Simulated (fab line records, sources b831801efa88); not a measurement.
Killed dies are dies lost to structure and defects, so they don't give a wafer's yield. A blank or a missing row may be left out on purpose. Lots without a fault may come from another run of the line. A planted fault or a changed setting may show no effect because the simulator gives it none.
Which tool did it? | flow sky130 | 15 lots, 45 wafers sampled, at 2 steps of a route of 708

WHAT THE GAUGES READ, wafer by wafer
The record holds no reading of a measuring or inspecting step that can be judged against a usual standard deviation.

WHICH TOOL RAN EACH LOT (tool, then ch and the chambers of the sampled wafers, then the start)
lot  | SKY_LDD_N_IMPLANT_11            | SKY_PAD_OPEN_PROBE_99
L354 | implanter-01 ch 0, day 18 08:14 | -
L357 | implanter-01 ch 0, day 19 19:23 | -
L360 | implanter-03 ch 0, day 20 12:38 | -
L362 | implanter-02 ch 0, day 21 05:09 | -
L363 | implanter-02 ch 0, day 21 19:44 | -
L364 | implanter-03 ch 0, day 22 03:09 | -
L365 | implanter-02 ch 0, day 22 06:43 | -
L367 | implanter-01 ch 0, day 22 23:38 | -
L366 | implanter-01 ch 0, day 23 02:03 | -
L368 | implanter-01 ch 0, day 23 05:20 | prober-02, day 49 20:52
L369 | implanter-03 ch 0, day 23 17:38 | -
L370 | implanter-01 ch 0, day 23 23:59 | -
L371 | implanter-01 ch 0, day 24 02:26 | -
L372 | implanter-02 ch 0, day 24 14:20 | -
L377 | implanter-03 ch 0, day 26 12:07 | -
- SKY_LDD_N_IMPLANT_11
- SKY_PAD_OPEN_PROBE_99

WHAT THE TOOLS THEMSELVES READ (means of the sampled wafers that have a number; where no wafer has one, the mark that the record gives instead)
SKY_LDD_N_IMPLANT_11.
lot  | tool         | beam_energy_keV | beam_on_s (s)
L354 | implanter-01 | 19.999          | 9.93
L357 | implanter-01 | 19.996          | 9.87
L360 | implanter-03 | 20.006          | 9.73
L362 | implanter-02 | 20.004          | 9.91
L363 | implanter-02 | 19.999          | 10.02
L364 | implanter-03 | 19.988          | 10.07
L365 | implanter-02 | 19.998          | 9.89
L367 | implanter-01 | 20.002          | 10.11
L366 | implanter-01 | 20.001          | 9.82
L368 | implanter-01 | 17.672          | 9.92
L369 | implanter-03 | 20.007          | 10.16
L370 | implanter-01 | 17.672          | 10.12
L371 | implanter-01 | 17.663          | 10.06
L372 | implanter-02 | 19.997          | 9.94
L377 | implanter-03 | 20.007          | 9.91

SKY_PAD_OPEN_PROBE_99.
lot  | tool      | killed_at_M0_to_M3 | killed_at_M4_up | killed_at_contacts | killed_at_front_end | killed_at_other | killed_dies | killed_open | killed_short
L368 | prober-02 | 36                 | 2.0             | 26                 | 16                  | 0.3             | 80          | 44          | 36

THE ANSWER, worked out from the rows above alone
Rule: what is usual is taken from the lots themselves. Put in order of their means at a reading, lots are off if they are a third of the lots or fewer, leave a main group of 4 or more, and stand apart from it by a gap of 3 or more times the standard deviation of the main group's means; of several such gaps the widest counts. A main group whose means are all the same, to the digits that the tables above print for the reading, isn't used. A lot without any number at a reading at which 4 lots or more have one is off too. The other lots that the step has rows for count as sound. The gauges are gone through in route order, then the tools' own readings, and for those a lot's mean is taken as printed above. The first step at which some lot is off is used, and at that step the reading that is off furthest; a lot without a number counts as furthest.
Off: L368, L370, L371, at SKY_LDD_N_IMPLANT_11 (beam_energy_keV). The main group: mean 20.000, standard deviation 0.0052.
A tool fits if, at that step or a process step before it, it ran every lot that is off, and no sound lot after the first of them. One fits: implanter-01 at SKY_LDD_N_IMPLANT_11. Its last sound lot is L366 (day 23 02:03), its first lot that is off L368 (day 23 05:20): a fault that began between those two fits.
The tool's own readings at SKY_LDD_N_IMPLANT_11 bear it out: on the lots that are off they differ by more than 5 times the standard deviation of the sound lots' means. beam_energy_keV reads 17.669 there against 20.000 on the sound lots.

WHAT THE SIMULATOR HAD PUT IN
Process parameter drift: implanter-01, from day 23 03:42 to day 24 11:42, at SKY_LDD_N_IMPLANT_11. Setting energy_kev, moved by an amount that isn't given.
Lots struck among those shown: L368, L370, L371. The rule above found the same.
